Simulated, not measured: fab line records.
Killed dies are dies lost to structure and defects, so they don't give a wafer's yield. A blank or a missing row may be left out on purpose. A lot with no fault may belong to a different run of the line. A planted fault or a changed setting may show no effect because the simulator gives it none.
A struck lot beside a sound one + flow sky130 + 18 steps out of a route of 708
Sound: the wafers L930.2, L930.3, L930.6. Wafers struck: L934.1, L934.2, L934.6. The cause is named last.
Each step with rows lists, per side, the tool, then ch with its chambers, then its first start. Under that, the readings that differ: sound wafers + struck wafers + difference of the means + sigmas: that difference in standard deviations of wafers without a fault.
alike: readings whose means differ by less than 2 such deviations, and words and numbers that are the same on both sides. not compared: withheld readings, readings that some wafer has no value for, bounds like >300 that may hide the same value, and numbers for which the record gives no deviation and whose values overlap.
Wherever a step has rows on one side only, a row that says differs or no value, or a row with sigmas, the two part there. When numbers do not overlap yet have no deviation, they are printed without sigmas and do not part them. Lack of a reading on every wafer of one side parts them only where that side has two or more wafers.

first, 3 steps without rows for these wafers: SKY_LDD_P_EXPOSE_04 (exposes mask PSDM, target cd 380 nm); SKY_LDD_P_PEB_05; SKY_LDD_P_DEVELOP_06 (develop time 60 s).
SKY_LDD_P_CD_MEAS_07: target cd 380 nm.
  sound on cd sem-01 at day 23 15:25; struck on cd sem-01 at day 24 18:21
  alike: cd nm
SKY_LDD_P_OVL_MEAS_08:
  sound on overlay-02 at day 23 15:31; struck on overlay-02 at day 24 18:28
  alike: LDD_P_OVL
after that, 1 step had no rows for these wafers: SKY_LDD_P_IMPLANT_09.
SKY_LDD_P_STRIP_10: strips in O2/N2.
  sound on plasma asher-03 ch 0,1, day 23 15:42; struck on plasma asher-01 ch 0,1, day 24 18:39
  alike: drypump motor current A, oes product au, strip time to endpoint s
  not compared: rf hours counter h
SKY_LDD_P_TW_MEAS_11:
  sound on film metro-01 at day 23 15:49; struck on film metro-01 at day 24 18:45
  alike: LDD_P_TW
then, 4 steps without rows for these wafers: SKY_LDD_HVN_DEHYDRATE_00 (time 60 s); SKY_LDD_HVN_HMDS_01 (prime time 60 s); SKY_LDD_HVN_COAT_02 (resist thk 300 nm); SKY_LDD_HVN_SOFTBAKE_03 (time 60 s).
SKY_LDD_HVN_EXPOSE_04: exposes mask HVNTM, target cd 700 nm.
  sound on iline stepper-02 ch 0, day 24 06:33; struck on iline stepper-02 ch 0, day 25 09:50
| reading                         | sound             | struck            | difference | sigmas |
|---------------------------------|-------------------|-------------------|------------|--------|
| model.LDD_HVN.overlay x nm (nm) | 1.689 1.689 1.689 | 56.04 56.04 56.04 | +54.35     |        |
  alike: mask, exposure dose mJ cm2
then, 2 steps without rows for these wafers: SKY_LDD_HVN_PEB_05; SKY_LDD_HVN_DEVELOP_06 (develop time 60 s).
SKY_LDD_HVN_OVL_MEAS_07:
  sound on overlay-01 at day 24 20:43; struck on overlay-02 at day 26 00:05
| reading          | sound        | struck         | difference | sigmas |
|------------------|--------------|----------------|------------|--------|
| LDD_HVN_OVL (nm) | 0.3 2.5 -0.2 | 54.8 53.4 53.4 | +53.0      | +41    |
after that, 1 step had no rows for these wafers: SKY_LDD_HVN_IMPLANT_08.
-- here the record skips 24 days between the struck wafers' starts before and after, leaving off in module LDD_HVN and picking up in module PAD_OPEN (first step shown: number 708 of the route) --
SKY_PAD_OPEN_PROBE_99:
  sound on prober-01 at day 48 20:29; struck on prober-01 at day 49 13:17
  alike: killed_at_M0_to_M3, killed_at_M4_up, killed at contacts, killed at front end, killed at other, killed dies, killed open, killed short

WHERE THEY PART
Within this record, at SKY_LDD_HVN_OVL_MEAS_07 only. Later steps at which nothing parts them and some readings are alike: SKY_PAD_OPEN_PROBE_99.

WHY: the cause the simulator had injected
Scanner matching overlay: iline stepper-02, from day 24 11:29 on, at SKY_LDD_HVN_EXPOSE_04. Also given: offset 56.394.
